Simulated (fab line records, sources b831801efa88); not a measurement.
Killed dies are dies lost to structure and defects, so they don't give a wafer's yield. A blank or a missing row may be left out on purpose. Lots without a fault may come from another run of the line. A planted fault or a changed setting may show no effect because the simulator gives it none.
Chamber matching | flow sky130 | SKY_VIA1_CMP_02 on cmp-02: 4 sister chambers
The step polishes SiO2. 18 wafers are shown with their chamber, then 9 later ones without.

WAFERS WITH THEIR CHAMBER
wafer  | chamber | motor_current_A (A)
L729.1 | 2       | 10.8
L729.2 | 1       | 12.8
L729.5 | 3       | 13.2
L730.4 | 1       | 12.8
L730.5 | 2       | 10.8
L730.6 | 1       | 12.9
L733.2 | 3       | 13.7
L733.3 | 0       | 12.0
L733.5 | 3       | 13.4
L734.1 | 0       | 13.0
L734.3 | 2       | 10.3
L734.6 | 0       | 12.1
L735.2 | 3       | 13.2
L735.4 | 1       | 12.1
L735.6 | 2       | 10.2
L737.2 | 1       | 12.3
L737.4 | 2       | 10.6
L737.5 | 3       | 12.7

SIGNATURES (means of the wafers above)
reading         | chamber 0 | chamber 1 | chamber 2 | chamber 3 | scatter within a chamber
motor_current_A | 12.367    | 12.580    | 10.540    | 13.240    | 0.374
Rule: a wafer's distance from a chamber is the root of the sum, over the readings, of the square of ((its reading less the chamber's mean) divided by the reading's scatter). The wafer belongs to the nearest chamber; if the next one is less than 2 further off, it can't be placed. The scatter: the root of (the sum of the squares of (reading less its chamber's mean) over the shown wafers, divided by (wafers less chambers)).

WAFERS WITHOUT THEIR CHAMBER
wafer  | motor_current_A (A)
L742.1 | 10.7
L742.4 | 12.7
L742.5 | 12.4
L744.1 | 11.0
L744.3 | 13.2
L744.4 | 13.1
L747.1 | 10.6
L747.2 | 13.4
L747.4 | 13.1

WHICH CHAMBER EACH WENT THROUGH
wafer  | from the rows above          | in truth
L742.1 | 2                            | 2
L742.4 | can't be placed: 1 or 0 or 3 | 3
L742.5 | can't be placed: 0 or 1      | 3
L744.1 | 2                            | 2
L744.3 | can't be placed: 3 or 1      | 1
L744.4 | can't be placed: 3 or 1 or 0 | 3
L747.1 | 2                            | 2
L747.2 | can't be placed: 3 or 1      | 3
L747.4 | can't be placed: 3 or 1 or 0 | 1
Placed correctly: 3 of 9. Can't be placed from these rows: 6 (the true chamber is among the candidates in 5). Placed wrongly: 0.
